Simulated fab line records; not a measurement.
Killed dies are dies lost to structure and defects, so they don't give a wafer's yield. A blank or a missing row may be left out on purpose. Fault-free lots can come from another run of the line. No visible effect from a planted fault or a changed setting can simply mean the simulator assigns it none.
Comparing a struck lot with a sound one    flow sky130    35 out of 708 route steps
Sound: these wafers, L623.1, L623.3, L623.4. Wafers struck: L633.1, L633.4, L633.6. The cause is given at the end.
Order at every step that has rows: each side's tool, ch and its chambers, its first start. Under that, the readings that differ: sound wafers    struck wafers    difference of the means    sigmas: that difference in standard deviations of wafers without a fault.
alike: words and numbers the same on both sides, and readings whose means are apart by under 2 such deviations; not compared: readings that were withheld, readings missing a value for some wafer, numbers with overlapping values and no deviation given by the record, and bounds like >300 which may hide the same value.
Wherever a step has rows on one side only, a row that says differs or no value, or a row with sigmas, the two part there. Non-overlapping numbers with no deviation appear without sigmas and do not part them. A reading missing from all wafers of one side parts the sides only when that side holds two or more wafers.

SKY_SD_P_CD_MEAS_07: the cd target is 380 nm.
  struck on cd-sem-02, day 31 16:05; sound on cd-sem-02, day 26 13:08
  alike: cd-nm
SKY_SD_P_OVL_MEAS_08:
  struck on overlay-01, day 31 16:12; sound on overlay-01, day 26 13:15
reading        sound        struck          difference  sigmas
SD_P_OVL (nm)  2.2 1.8 4.0  -1.8 -1.3 -0.6  -3.9        -3
then, 1 step without rows for these wafers: SKY_SD_P_IMPLANT_09.
SKY_SD_P_STRIP_10: strips in O2/N2.
  sound on plasma-asher-01 ch 0,1, day 26 13:26; struck on plasma-asher-03 ch 0,1, day 31 16:23
reading                      sound           struck          difference  sigmas
drypump-motor-current-A (A)  5.38 5.94 5.41  5.95 5.96 6.50  +0.56       +2
  alike: oes-product-au, strip-time-to-endpoint-s
  not compared: rf-hours-counter-h
SKY_SD_P_TW_MEAS_11:
  struck on film-metro-02, day 31 16:29; sound on film-metro-03, day 26 13:32
  alike: SD_P_TW
then, 7 steps without rows for these wafers: SKY_RES_XHIGH_DEHYDRATE_00 (time 60 s); SKY_RES_XHIGH_HMDS_01 (prime time 60 s); SKY_RES_XHIGH_COAT_02 (resist thk 1140 nm); SKY_RES_XHIGH_SOFTBAKE_03 (time 60 s); SKY_RES_XHIGH_EXPOSE_04 (exposes mask URPM, target cd 1270 nm); SKY_RES_XHIGH_PEB_05; SKY_RES_XHIGH_DEVELOP_06 (develop time 60 s).
SKY_RES_XHIGH_IMPLANT_07:
  sound on implanter-01 ch 0, day 27 17:53; struck on implanter-01 ch 0, day 32 20:34
  alike: tilt-deg
SKY_RES_XHIGH_STRIP_08: strips in O2/N2.
  sound on plasma-asher-01 ch 0,1, day 27 18:02; struck on plasma-asher-03 ch 0,1, day 32 20:43
reading                       sound              struck             difference  sigmas
oes-product-au (a.u.)         0.708 0.713 0.715  0.685 0.683 0.688  -0.027      -6
strip-time-to-endpoint-s (s)  14.24 14.27 14.29  15.17 15.17 15.12  +0.89       +22
  alike: drypump-motor-current-A
  not compared: rf-hours-counter-h
SKY_RES_XHIGH_TW_MEAS_09:
  struck on film-metro-04, day 32 20:49; sound on film-metro-02, day 27 18:08
reading       sound           struck          difference  sigmas
RES_XHIGH_TW  1636 1640 1637  2016 2014 2024  +380        +35
then, 7 steps without rows for these wafers: SKY_SD_N_DEHYDRATE_00 (time 60 s); SKY_SD_N_HMDS_01 (prime time 60 s); SKY_SD_N_COAT_02 (resist thk 1140 nm); SKY_SD_N_SOFTBAKE_03 (time 60 s); SKY_SD_N_EXPOSE_04 (exposes mask NSDM, target cd 380 nm); SKY_SD_N_PEB_05; SKY_SD_N_DEVELOP_06 (develop time 60 s).
SKY_SD_N_CD_MEAS_07: the cd target is 380 nm.
  struck on cd-sem-02, day 33 22:23; sound on cd-sem-02, day 28 22:02
  alike: cd-nm
SKY_SD_N_OVL_MEAS_08:
  struck on overlay-01, day 33 22:30; sound on overlay-01, day 28 22:09
  alike: SD_N_OVL
then, 2 steps without rows for these wafers: SKY_SD_N_IMPLANT_09; SKY_SD_N_IMPLANT_10.
SKY_SD_N_STRIP_11: strips in O2/N2.
  sound on plasma-asher-04 ch 0,1, day 28 22:29; struck on plasma-asher-04 ch 0,1, day 33 22:50
  alike: drypump-motor-current-A, oes-product-au, strip-time-to-endpoint-s
  not compared: rf-hours-counter-h
SKY_SD_N_TW_MEAS_12:
  struck on film-metro-04, day 33 22:56; sound on film-metro-03, day 28 22:35
  alike: SD_N_TW
then, 1 step without rows for these wafers: SKY_SD_N_CLEAN_13 (cleans in SC1/SC2, time 150 s).
SKY_SD_N_RTA_14: time 2 s.
  sound on rtp-anneal-01 ch 0, day 28 22:41; struck on rtp-anneal-02 ch 0, day 33 23:02
  alike: lamp-power-pct, wafer_temp_C_max
SKY_SD_N_RS_MEAS_16: uses a four-point probe to measure.
  struck on film-metro-04, day 33 23:13; sound on film-metro-04, day 28 22:52
  alike: SD_N_RS
SKY_SD_N_RS_MEAS_17: uses a four-point probe to measure.
  struck on film-metro-04, day 33 23:20; sound on film-metro-04, day 28 22:59
  alike: SD_P_RS
SKY_SD_N_RS_MEAS_18: uses a four-point probe to measure.
  struck on film-metro-04, day 33 23:28; sound on film-metro-04, day 28 23:07
reading                sound              struck             difference  sigmas
RES_XHIGH_RS (ohm/sq)  332.9 333.3 332.1  203.4 203.3 203.3  -129.4      -99 or more
then, 1 step without rows for these wafers: SKY_SALICIDE_CLEAN_00 (cleans in HF-last, time 30 s).
-- the record jumps here: 16 days lie between the struck wafers' starts before and after (it left off in module SALICIDE and takes up again in module PAD_OPEN, whose first step shown is number 708 of the route) --
SKY_PAD_OPEN_PROBE_99:
  struck on prober-02, day 50 02:40; sound on prober-02, day 46 13:54
reading                                   sound              struck             difference  sigmas
model.etest.res-xhigh-po.line-ohm-um      5956 5619 5689     1869 1863 1882     -3883       
model.etest.res-xhigh-po.rs-ohm-sq        2081 1967 1952     658.9 656.3 655.7  -1343.0     
model.etest.res-xhigh-po.rs-ohm-sq-range  46.24 37.44 39.88  13.6 13.38 13.68   -27.6       
  alike: killed_at_M0_to_M3, killed_at_M4_up, killed-at-contacts, killed-at-front-end, killed-at-other, killed-dies, killed-open, killed-short
  not compared: model.etest.res-xhigh-po.rs-ohm-sq-rim-less-centre

== WHERE THEY PART ==
Last at SKY_SD_N_RS_MEAS_18 as far as this record goes, first at SKY_SD_P_OVL_MEAS_08. Later steps at which nothing parts them and some readings are alike: SKY_PAD_OPEN_PROBE_99.

WHY: whatever the simulator had introduced
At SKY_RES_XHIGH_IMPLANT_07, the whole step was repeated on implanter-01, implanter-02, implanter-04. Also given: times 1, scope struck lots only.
